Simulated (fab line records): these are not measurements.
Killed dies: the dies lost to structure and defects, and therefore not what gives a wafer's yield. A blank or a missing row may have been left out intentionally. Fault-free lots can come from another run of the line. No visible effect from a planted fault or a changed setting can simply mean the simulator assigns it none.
Struck lot and sound lot, side by side || flow sky130 || 15 steps out of a route of 708
Sound: wafers L815.1, L815.2, L815.6. The struck wafers were L829.1, L829.4, L829.6. At the end, the cause is stated.
Order at every step that has rows: each side's tool, ch and its chambers, its first start. Under that, the readings that differ: sound wafers || struck wafers || difference of the means || sigmas: that difference in standard deviations of wafers without a fault.
alike: same words and numbers on both sides, and readings whose means sit less than 2 such deviations apart. not compared: any withheld reading, any reading some wafer has no value for, any bound like >300 that may hide the same value, and any number with overlapping values for which the record gives no deviation.
Wherever a step has rows on one side only, a row that says differs or no value, or a row with sigmas, the two part there. Non-overlapping numbers with no deviation appear without sigmas and do not part them. Lack of a reading on every wafer of one side parts them only where that side has two or more wafers.

SKY_VIA4_THK_MEAS_20: measures by xrf.
  sound on film metro-02 at day 43 20:16; struck on film metro-02 at day 46 21:56
  alike: VIA4_W_THK
SKY_VIA4_CMP_21: polishes, stops on SiO2, t overpolish 25 s, target thk 0 nm.
  sound on cmp-02 ch 0,3, day 43 20:20; struck on cmp-01 ch 0,1, day 46 22:11
{"reading": "time to endpoint s (s)", "sound": "124 120 119", "struck": "131 137 138", "difference": "+14", "sigmas": "+3"}
  alike: motor current A, overpolish run s
SKY_METAL5_SPUTTER_00: material Ti, target thk 15 nm, time 10 s.
  sound on pvd sputter-01 at day 43 20:38; struck on pvd sputter-03 at day 46 22:29
  alike: throttle valve pct
then, 1 step without rows for these wafers: SKY_METAL5_SPUTTER_01 (material TiN, target thk 20 nm, time 16.7 s).
SKY_METAL5_SPUTTER_02: material AlCu, target thk 1150 nm, time 61.2 s.
  sound on pvd sputter-01 at day 43 20:41; struck on pvd sputter-03 at day 46 22:32
  alike: throttle valve pct
SKY_METAL5_SPUTTER_03: material Ti, target thk 5 nm, time 3.3 s.
  sound on pvd sputter-01 at day 43 20:44; struck on pvd sputter-03 at day 46 22:35
  alike: throttle valve pct
SKY_METAL5_SPUTTER_04: material TiN, target thk 70 nm, time 58.3 s.
  sound on pvd sputter-01 at day 43 20:45; struck on pvd sputter-03 at day 46 22:37
  alike: throttle valve pct
SKY_METAL5_RS_MEAS_05: measurement is done with a four-point probe.
  sound on film metro-01 at day 43 20:47; struck on film metro-04 at day 46 22:40
{"reading": "METAL5_ALCU_RS (ohm/sq)", "sound": "0.02716 0.02688 0.02728", "struck": "0.02665 0.02648 0.02637", "difference": -0.00061, "sigmas": -2}
SKY_METAL5_THK_MEAS_06: measures by xrf.
  sound on film metro-01 at day 43 20:55; struck on film metro-04 at day 46 22:47
  alike: METAL5_ALCU_THK
then, 3 steps without rows for these wafers: SKY_METAL5_DEHYDRATE_07 (time 60 s); SKY_METAL5_HMDS_08 (prime time 60 s); SKY_METAL5_COAT_09 (resist thk 1800 nm).
SKY_METAL5_SOFTBAKE_10: time 60 s.
  sound on litho track-03 ch 0, day 44 07:37; struck on litho track-04 ch 0, day 47 08:38
{"reading": "heater power total W (W)", "sound": "56.59 56.57 56.62", "struck": "57.97 58.05 58.04", "difference": "+1.43", "sigmas": "+32"}
{"reading": "plate temp C (C)", "sound": "90.21 90.21 90.13", "struck": "91.64 91.61 91.62", "difference": "+1.44", "sigmas": "+11"}
  alike: chill plate temp C
then, 1 step without rows for these wafers: SKY_METAL5_EXPOSE_11 (exposes mask MM5, target cd 1600 nm).
-- the record jumps here: 2 days lie between the struck wafers' starts before and after (it left off in module METAL5 and takes up again in module PAD_OPEN, whose first step shown is number 708 of the route) --
SKY_PAD_OPEN_PROBE_99:
  sound on prober-02 at day 46 17:18; struck on prober-02 at day 49 11:19
{"reading": "sort_bin_3_pad_short (%)", "sound": "1.4 0.6 2.0", "struck": "0.4 0.4 0.6", "difference": -0.9, "sigmas": -2}
  alike: defect limited yield, killed_at_M0_to_M3, killed_at_M4_up, killed at contacts, killed at front end, killed at other, killed dies, killed open, killed short, sort_bin_5_function, sort_bin_6_memory, sort n pass, sort yield pct

## WHERE THEY PART
Last at SKY_PAD_OPEN_PROBE_99 as far as this record goes, first at SKY_VIA4_CMP_21.

WHY: what had been put in by the simulator
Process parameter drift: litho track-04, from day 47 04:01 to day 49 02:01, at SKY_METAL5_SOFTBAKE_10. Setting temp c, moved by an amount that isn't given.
